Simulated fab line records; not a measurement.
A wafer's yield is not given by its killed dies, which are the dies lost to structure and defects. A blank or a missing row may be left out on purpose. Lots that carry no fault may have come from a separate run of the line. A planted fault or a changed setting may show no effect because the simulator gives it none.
Matching of chambers / flow gf180mcu / GF_CONTACT_CVD_02 on pecvd-03 has 3 sister chambers
The step deposits SiO2 from TEOS, target thk 860 nm, time 95.992 s. 16 wafers are shown with their chamber, then 8 later ones without.

## EACH WAFER AND ITS CHAMBER
wafer=L234.1; chamber=1; heaterPowerW (W)=571
wafer=L234.2; chamber=2; heaterPowerW (W)=746
wafer=L234.3; chamber=0; heaterPowerW (W)=579
wafer=L235.1; chamber=1; heaterPowerW (W)=491
wafer=L235.2; chamber=2; heaterPowerW (W)=738
wafer=L235.3; chamber=0; heaterPowerW (W)=681
wafer=L236.2; chamber=1; heaterPowerW (W)=570
wafer=L236.3; chamber=0; heaterPowerW (W)=644
wafer=L236.6; chamber=1; heaterPowerW (W)=591
wafer=L237.1; chamber=0; heaterPowerW (W)=685
wafer=L237.2; chamber=1; heaterPowerW (W)=552
wafer=L237.4; chamber=2; heaterPowerW (W)=782
wafer=L242.2; chamber=1; heaterPowerW (W)=513
wafer=L242.5; chamber=0; heaterPowerW (W)=709
wafer=L242.6; chamber=2; heaterPowerW (W)=687
wafer=L243.1; chamber=1; heaterPowerW (W)=586

SIGNATURES (means of the wafers above)
reading=heaterPowerW; chamber 0=659.60; chamber 1=553.43; chamber 2=738.25; scatter within a chamber=42.5
Rule: a wafer lies at a distance from a chamber equal to the root of the sum of squares, over the readings, of (its reading less the chamber's mean, divided by the reading's scatter). The wafer belongs to the nearest chamber; if the next one is less than 2 further off, it can't be placed. The scatter: take each reading less its chamber's mean, square it, sum over the shown wafers, divide by the number of wafers less the number of chambers, and take the root.

## WAFERS WHOSE CHAMBER IS MISSING
wafer=L243.3; heaterPowerW (W)=721
wafer=L243.6; heaterPowerW (W)=463
wafer=L245.3; heaterPowerW (W)=469
wafer=L245.4; heaterPowerW (W)=833
wafer=L245.5; heaterPowerW (W)=515
wafer=L248.2; heaterPowerW (W)=757
wafer=L248.3; heaterPowerW (W)=711
wafer=L248.4; heaterPowerW (W)=557

## WHICH CHAMBER EACH WENT THROUGH
wafer=L243.3; from the rows above=can't be placed: 2 or 0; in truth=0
wafer=L243.6; from the rows above=1; in truth=1
wafer=L245.3; from the rows above=1; in truth=1
wafer=L245.4; from the rows above=can't be placed: 2 or 0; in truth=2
wafer=L245.5; from the rows above=1; in truth=1
wafer=L248.2; from the rows above=can't be placed: 2 or 0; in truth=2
wafer=L248.3; from the rows above=can't be placed: 2 or 0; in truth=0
wafer=L248.4; from the rows above=1; in truth=1
Correct placement for 4 of the 8. These rows do not allow placing 4 (true chamber among the candidates in 4). Wrongly placed: 0.
